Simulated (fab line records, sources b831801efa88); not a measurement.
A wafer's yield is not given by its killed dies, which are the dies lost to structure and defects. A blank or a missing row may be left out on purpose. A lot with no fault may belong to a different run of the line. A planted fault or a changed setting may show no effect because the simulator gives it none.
8D (eight disciplines) problem report, filled in by code    flow sky130    the parts of the form that need people (team, actions taken, sign-off) are left out

1. THE ISSUE
Mean VIA4_W_RS at SKY_VIA4_RS_MEAS_19: 0.6785 ohm/sq over 3 wafers in 2 lots; fault-free wafers: 0.2289 ohm/sq, standard deviation 0.0023. That is +99 or more standard deviations from the usual mean.
The step: measures by four-point-probe.
First seen on wafer L154.2, day 48 04:27, on film_metro-02. Wafers with a number at this step in the record: 28, from 10 lots. Rule for "out" (also "out of limits"): further than 4 standard deviations from the usual mean. The other wafers with a number count as sound.

2. WHAT THIS IS AND IS NOT
question                     is                            is not
which readings at this step  VIA4_W_RS                     -
which lots                   L154, L155                    L133, L135, L140, L141, L145, L146, L148, L156
which wafers of those lots   L154.2, L154.4, L155.2        L154.1
read on which gauges         film_metro-02, film_metro-03  film_metro-04
when                         from day 48 04:27             up to then (22 sound wafers); but 3 sound wafers of L156 came after

3. THE SUSPECTS, EACH WITH WHAT RULES IT OUT
Counting: a tool at a process step up to the reading stays a suspect if it ran every lot that is out. Sound lots after the first of them don't rule it out here, since some wafers of a struck lot are sound.
- ruled out: the gauge at SKY_VIA4_RS_MEAS_19. Those wafers that are out were read across 2 gauges (film_metro-02, film_metro-03).
- rie_metal-02 at SKY_METAL4_DESCUM_15 (chemistry O2, time 8 s): kept. Ran every lot that is out, first one L154 (day 47 06:55); last sound lot up to then L146 (day 45 12:22).
- rie_diel-01 at SKY_METAL4_ETCH_17 (etches SiO2 in C4F8/O2/Ar, stops on TiN, time 3.9 s, target depth 15 nm): kept. Ran every lot that is out, first one L154 (day 47 07:03); last sound lot up to then L148 (day 45 21:21).
- cvd_w-01 at SKY_VIA4_CVD_18 (deposits W, target thk 505 nm, time 152.14 s): kept. Ran every lot that is out, first one L154 (day 48 04:17); last sound lot up to then L146 (day 46 12:20). Out on those wafers are its own readings of heater_power_outer_w, heater_power_w, susceptor_temp_C.
- Within rie_diel-01 at SKY_METAL4_ETCH_17: the wafers that are out ran in chambers 0, 2; their sound lot-mates ran in chamber 3.
- Within cvd_w-01 at SKY_VIA4_CVD_18: the wafers that are out ran in chamber 0; their sound lot-mates ran in chamber 1.
Left after counting: rie_metal-02 at SKY_METAL4_DESCUM_15, rie_diel-01 at SKY_METAL4_ETCH_17, cvd_w-01 at SKY_VIA4_CVD_18.

4. THE CAUSE (what the simulator had put in)
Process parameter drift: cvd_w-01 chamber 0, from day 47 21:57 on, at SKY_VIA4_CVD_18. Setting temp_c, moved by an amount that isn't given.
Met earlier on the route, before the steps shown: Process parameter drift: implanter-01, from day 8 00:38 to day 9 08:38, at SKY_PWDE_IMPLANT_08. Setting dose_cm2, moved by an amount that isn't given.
Counting left 3 suspects, and this tool is among them.

5. THE CHAIN OF EFFECTS, in route order
One row per reading whose mean, taken over the struck wafers that have a number, lies over 3 standard deviations from the usual. Readings are gone through only where the record gives a usual standard deviation; hours: the median, over the lots, of the time from a lot's start at the first step in this table giving one to that lot's start at this step; sigmas: the change measured in usual standard deviations.
hours  step                  reading               usual          on struck wafers  change   sigmas
0      SKY_VIA4_CVD_18       heater_power_outer_w  487 W          338               -149     -5.3
0      SKY_VIA4_CVD_18       heater_power_w        795 W          562               -233     -9.0
0      SKY_VIA4_CVD_18       susceptor_temp_C      400.00 C       345.66            -54.34   -99 or more
0      SKY_VIA4_RS_MEAS_19   VIA4_W_RS             0.2289 ohm/sq  0.6785            +0.4496  +99 or more
5      SKY_VIA4_THK_MEAS_20  VIA4_W_THK            501 nm         171               -330     -69
9      SKY_VIA4_CMP_21       time_to_endpoint_s    121 s          42                -79      -18
Its process steps:
- SKY_VIA4_CVD_18: deposits W, target thk 505 nm, time 152.14 s.
- SKY_VIA4_CMP_21: polishes, stops on SiO2, t overpolish 25 s, target thk 0 nm.

6. HOW IT WOULD HAVE BEEN CAUGHT EARLIER
The first out-of-limits reading at a measuring or inspecting step in this record came at day 48 04:27, 6 hours after the fault's start at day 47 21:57.
The tool's own readings at SKY_VIA4_CVD_18 were out on every struck wafer that the step has a row for (heater_power_outer_w, heater_power_w, susceptor_temp_C): an alarm limit on them would have fired on the first of those.
Lots out: 2; of these, L155 started SKY_VIA4_CVD_18 on cvd_w-01 after day 48 04:27. Putting the tool on hold at that point would have spared it.
